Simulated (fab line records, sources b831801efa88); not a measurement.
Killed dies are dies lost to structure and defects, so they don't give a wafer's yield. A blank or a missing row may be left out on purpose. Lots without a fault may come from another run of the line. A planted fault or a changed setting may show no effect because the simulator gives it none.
fab line records | flow sky130
record lots=5 wafers=15 last_day=50
route steps=708 shown VIA2@525 METAL3@532 CAPM@537
lots that met no fault: from a run of the same line without faults
start_h: hours from the record's first day to the start of the lot's first wafer shown | wait_h: hours since the lot's step before | " the same as in the row above | L1.1+2: a row that stands for several wafers | - no value, or no start given | * or withheld: withheld | < > ~ a bound
route shown NAME@n: a module of which the file shows steps, and the number in the route of the first | usual: mean/standard deviation of fault-free wafers | same: alike in all rows | chamber/n: place in a boat | sites: the reading at each site | _std_site: their standard deviation | _edge_site: outer sites' mean less inner sites' | radius_mm: how far each site lies from the wafer's centre | mask NAME#n: copy n | behind: the tool/chamber that last shaped the wafer | hold: why the lot was held/for how many hours/how that ended | device: the transistor (n, p or np) that didn't switch | end of line: the same wafers' tests at the end of the route | a step without rows: its recipe alone | killed: dies lost to structure and defects at the first sort, not the wafer's yield | map: a wafer's dies, x killed, . not, _ none there
set.NAME: the setting as run; set.NAME@STEP: as run at that earlier step | model.NAME: the simulator's own value behind a step, which no gauge read
lots at some steps of the route; a table a step, a row a wafer
services: from which hour (start_h, from the record's first day; less than 0 if before it) a tool's chamber was out of use, for how many hours, and why
## steps
# step SKY_VIA2_CLEAN_18
# recipe chemistry=IPA time_s=180 temp_c=25
# columns lot.wafer tool chamber start_h wait_h
L080.2+3+4 wet_bench-02 0 915.32 0.0
L082.1+4+5 wet_bench-03 0 921.57 0.0
L088.2+4+6 wet_bench-04 0 957.85 0.0
L093.2+3+5 wet_bench-02 1 991.97 0.0
L092.1+2+6 wet_bench-03 3 994.37 0.0
# step SKY_VIA2_CLEAN_19
# recipe chemistry=O3/DIW dry=n2_spin
# columns lot.wafer tool chamber start_h wait_h
L080.2+3+4 wet_bench-04 3 915.44 0.0
L082.1+4+5 wet_bench-02 0 921.63 0.0
L088.2+4+6 wet_bench-02 2 957.91 0.0
L093.2+3+5 wet_bench-04 1 992.03 0.0
L092.1+2+6 wet_bench-03 3 994.43 0.0
# step SKY_VIA2_SPUTTER_20
# recipe material=TiN target_thk_nm=20 chamber_pressure_pa=5 power_w=4000 time_s=80
# usual throttle_valve_pct=30.6/1
# columns lot.wafer tool chamber start_h wait_h throttle_valve_pct
L080.2 pvd_sputter-03 - 915.53 0.0 29.9
L080.3 " - " " 32.3
L080.4 " - " " 32.0
L082.1 pvd_sputter-04 - 921.83 0.0 30.4
L082.4 " - " " 29.3
L082.5 " - " " 29.4
L088.2 pvd_sputter-03 - 958.01 0.0 31.9
L088.4 " - " " 32.1
L088.6 " - " " 30.2
L093.2 pvd_sputter-03 - 992.12 0.0 32.2
L093.3 " - " " 31.8
L093.5 " - " " 30.2
L092.1 pvd_sputter-04 - 994.52 0.0 29.5
L092.2 " - " " 29.8
L092.6 " - " " 29.1
# step SKY_VIA2_CVD_21
# recipe material=W target_thk_nm=420 time_s=126.4 temp_c=400 pressure_torr=40
# usual heater_power_w=850/67
# columns lot.wafer tool chamber start_h wait_h heater_power_w
L080.2 cvd_w-02 0 915.59 0.0 751
L080.3 " 0 " " 762
L080.4 " 1 " " 888
L082.1 cvd_w-01 1 921.89 0.0 911
L082.4 " 0 " " 800
L082.5 " 0 " " 807
L088.2 cvd_w-01 0 958.07 0.0 820
L088.4 " 1 " " 901
L088.6 " 0 " " 831
L093.2 cvd_w-01 0 992.18 0.0 844
L093.3 " 1 " " 917
L093.5 " 0 " " 829
L092.1 cvd_w-01 1 994.58 0.0 906
L092.2 " 0 " " 816
L092.6 " 0 " " 826
# step SKY_VIA2_RS_MEAS_22
# recipe thk_meas_gauge=four-point-probe reads=W_of_VIA2_CVD_21+TiN_of_VIA2_SPUTTER_20
# usual VIA2_W_RS=0.270/0.0059
# columns lot.wafer tool chamber start_h wait_h VIA2_W_RS[ohm/sq]
L080.2 film_metro-01 - 915.74 0.1 0.273
L080.3 " - " " 0.275
L080.4 " - " " 0.276
L082.1 film_metro-01 - 922.02 0.1 0.275
L082.4 " - " " 0.266
L082.5 " - " " 0.263
L088.2 film_metro-02 - 958.22 0.1 0.260
L088.4 " - " " 0.271
L088.6 " - " " 0.259
L093.2 film_metro-02 - 992.33 0.1 0.262
L093.3 " - " " 0.275
L093.5 " - " " 0.260
L092.1 film_metro-01 - 994.71 0.1 0.280
L092.2 " - " " 0.263
L092.6 " - " " 0.265
# step SKY_VIA2_THK_MEAS_23
# recipe thk_meas_gauge=xrf reads=W_of_VIA2_CVD_21
# usual VIA2_W_THK=414/8.8
# columns lot.wafer tool chamber start_h wait_h VIA2_W_THK[nm]
L080.2 film_metro-01 - 915.85 0.1 414
L080.3 " - " " 412
L080.4 " - " " 410
L082.1 film_metro-01 - 922.14 0.1 408
L082.4 " - " " 425
L082.5 " - " " 428
L088.2 film_metro-02 - 958.33 0.1 433
L088.4 " - " " 413
L088.6 " - " " 433
L093.2 film_metro-02 - 992.44 0.1 426
L093.3 " - " " 409
L093.5 " - " " 430
L092.1 film_metro-01 - 994.83 0.1 403
L092.2 " - " " 426
L092.6 " - " " 426
# step SKY_VIA2_CMP_24
# recipe stop_on=SiO2 t_overpolish_s=20 down_force_psi=3.5 platen_rpm=60 target_thk_nm=0 pad_velocity_m_s=0.94248
# usual motor_current_A=11.2/0.75 overpolish_run_s=20.001/0.0084 retaining_ring_pressure_frac=1.000/0.0045 time_to_endpoint_s=102/4
# columns lot.wafer tool chamber start_h wait_h motor_current_A overpolish_run_s retaining_ring_pressure_frac time_to_endpoint_s
L080.2 cmp-01 2 916.13 0.3 10.9 20.007 0.998 100
L080.4 " 3 " " 11.6 20.012 0.998 96
L080.3 " 0 " " 9.8 20.004 1.001 98
L082.4 cmp-02 0 922.20 0.0 12.1 20.012 1.011 102
L082.1 " 1 " " 10.5 20.002 1.002 100
L082.5 " 0 " " 12.1 20.004 1.010 104
L088.4 cmp-01 3 958.38 0.0 11.0 20.003 0.994 106
L088.2 " 0 " " 10.0 20.010 0.995 112
L088.6 " 0 " " 9.8 20.002 0.997 112
L093.2 cmp-01 3 992.49 0.0 11.5 20.000 0.993 107
L093.3 " 1 " " 11.7 19.998 1.000 101
L093.5 " 3 " " 10.8 20.004 0.999 111
L092.1 cmp-01 2 994.99 0.1 10.9 20.004 1.000 97
L092.2 " 3 " " 11.2 19.986 1.004 104
L092.6 " 0 " " 9.9 19.994 1.000 105
# step SKY_METAL3_SPUTTER_00
# recipe material=Ti target_thk_nm=15 power_w=3000 time_s=10 chamber_pressure_pa=0.4
# usual throttle_valve_pct=30.6/1
# columns lot.wafer tool chamber start_h wait_h throttle_valve_pct
L080.2 pvd_sputter-02 - 916.38 0.2 29.7
L080.3 " - " " 31.3
L080.4 " - " " 29.7
L082.1 pvd_sputter-03 - 922.50 0.2 30.4
L082.4 " - " " 32.2
L082.5 " - " " 32.5
L088.2 pvd_sputter-04 - 958.68 0.2 30.8
L088.4 " - " " 30.1
L088.6 " - " " 30.8
L093.2 pvd_sputter-03 - 992.79 0.2 32.0
L093.3 " - " " 30.2
L093.5 " - " " 29.8
L092.1 pvd_sputter-02 - 995.19 0.1 31.2
L092.2 " - " " 28.9
L092.6 " - " " 31.4
# step SKY_METAL3_SPUTTER_01
# recipe material=TiN target_thk_nm=20 power_w=6500 time_s=16.7 chamber_pressure_pa=0.4
# usual throttle_valve_pct=30.6/1
# columns lot.wafer tool chamber start_h wait_h throttle_valve_pct
L080.2 pvd_sputter-02 - 916.40 0.0 29.6
L080.3 " - " " 31.5
L080.4 " - " " 29.9
L082.1 pvd_sputter-03 - 922.53 0.0 30.3
L082.4 " - " " 32.3
L082.5 " - " " 31.9
L088.2 pvd_sputter-04 - 958.70 0.0 30.6
L088.4 " - " " 30.0
L088.6 " - " " 30.8
L093.2 pvd_sputter-03 - 992.81 0.0 32.0
L093.3 " - " " 30.3
L093.5 " - " " 30.2
L092.1 pvd_sputter-02 - 995.21 0.0 31.5
L092.2 " - " " 28.7
L092.6 " - " " 31.5
# step SKY_METAL3_SPUTTER_02
# recipe material=AlCu target_thk_nm=735 power_w=10600 time_s=39.1 chamber_pressure_pa=0.4
# usual throttle_valve_pct=30.6/1
# columns lot.wafer tool chamber start_h wait_h throttle_valve_pct
L080.2 pvd_sputter-02 - 916.43 0.0 29.7
L080.3 " - " " 31.6
L080.4 " - " " 30.0
L082.1 pvd_sputter-03 - 922.55 0.0 30.1
L082.4 " - " " 32.4
L082.5 " - " " 32.3
L088.2 pvd_sputter-04 - 958.73 0.0 30.8
L088.4 " - " " 30.2
L088.6 " - " " 30.2
L093.2 pvd_sputter-03 - 992.84 0.0 32.0
L093.3 " - " " 29.9
L093.5 " - " " 30.2
L092.1 pvd_sputter-02 - 995.24 0.0 31.4
L092.2 " - " " 28.8
L092.6 " - " " 31.3
# step SKY_METAL3_SPUTTER_03
# recipe material=Ti target_thk_nm=5 power_w=3000 time_s=3.3 chamber_pressure_pa=0.4
# usual throttle_valve_pct=30.6/1
# columns lot.wafer tool chamber start_h wait_h throttle_valve_pct
L080.2 pvd_sputter-02 - 916.47 0.0 30.0
L080.3 " - " " 31.3
L080.4 " - " " 29.5
L082.1 pvd_sputter-03 - 922.59 0.0 30.3
L082.4 " - " " 32.1
L082.5 " - " " 31.9
L088.2 pvd_sputter-04 - 958.77 0.0 30.8
L088.4 " - " " 30.3
L088.6 " - " " 30.8
L093.2 pvd_sputter-03 - 992.88 0.0 31.8
L093.3 " - " " 29.9
L093.5 " - " " 29.8
L092.1 pvd_sputter-02 - 995.28 0.0 31.5
L092.2 " - " " 28.7
L092.6 " - " " 31.4
# step SKY_METAL3_SPUTTER_04
# recipe material=TiN target_thk_nm=70 power_w=6500 time_s=58.3 chamber_pressure_pa=0.4
# usual throttle_valve_pct=30.6/1
# columns lot.wafer tool chamber start_h wait_h throttle_valve_pct
L080.2 pvd_sputter-02 - 916.49 0.0 29.8
L080.3 " - " " 31.5
L080.4 " - " " 29.7
L082.1 pvd_sputter-03 - 922.61 0.0 30.3
L082.4 " - " " 32.0
L082.5 " - " " 32.2
L088.2 pvd_sputter-04 - 958.79 0.0 30.9
L088.4 " - " " 30.2
L088.6 " - " " 30.6
L093.2 pvd_sputter-03 - 992.90 0.0 31.8
L093.3 " - " " 30.1
L093.5 " - " " 29.8
L092.1 pvd_sputter-02 - 995.30 0.0 31.1
L092.2 " - " " 29.0
L092.6 " - " " 31.3
# step SKY_CAPM_CVD_00
# recipe material=SiO2 target_thk_nm=15.5 temp_c=400 time_s=withheld rf_w=450
# usual heater_power_w=737/90
# columns lot.wafer tool chamber start_h wait_h heater_power_w
L080.2 pecvd-02 1 916.54 0.0 658
L080.3 " 2 " " 895
L080.4 " 2 " " 895
L082.1 pecvd-01 2 922.66 0.0 795
L082.4 " 2 " " 793
L082.5 " 0 " " 689
L088.2 pecvd-02 0 958.84 0.0 586
L088.4 " 0 " " 598
L088.6 " 1 " " 697
L093.2 pecvd-02 1 992.95 0.0 695
L093.3 " 0 " " 666
L093.5 " 2 " " 811
L092.1 pecvd-01 0 995.35 0.0 714
L092.2 " 2 " " 755
L092.6 " 0 " " 695
## services
# columns tool chamber start_h hours kind
cvd_w-01 - 904.00 14.0 pm
cvd_w-01 0 904.00 14.0 vent_cycle
cvd_w-01 1 904.00 14.0 vent_cycle
pvd_sputter-04 - 904.16 0.9 repair
cmp-02 - 912.00 4.0 pm
cmp-02 - 916.00 - consumable_replace:conditioner
cmp-02 - 916.00 - consumable_replace:pad
pecvd-02 1 916.90 5.0 scheduled_down
cvd_w-01 0 918.00 - clean
cvd_w-01 1 918.00 - clean
cmp-01 - 918.50 5.3 pm
cmp-01 - 926.55 3.8 repair
cmp-01 - 926.73 5.7 repair
pecvd-02 0 927.53 5.5 scheduled_down
pecvd-01 2 932.71 2.1 scheduled_down
cvd_w-01 - 940.28 2.8 pm
cvd_w-02 1 943.49 7.7 repair
pvd_sputter-04 - 963.20 8.8 repair
pecvd-02 0 980.74 5.5 scheduled_down
pvd_sputter-04 - 992.93 1.3 repair
cmp-02 - 993.62 0.6 repair
## key
fault none
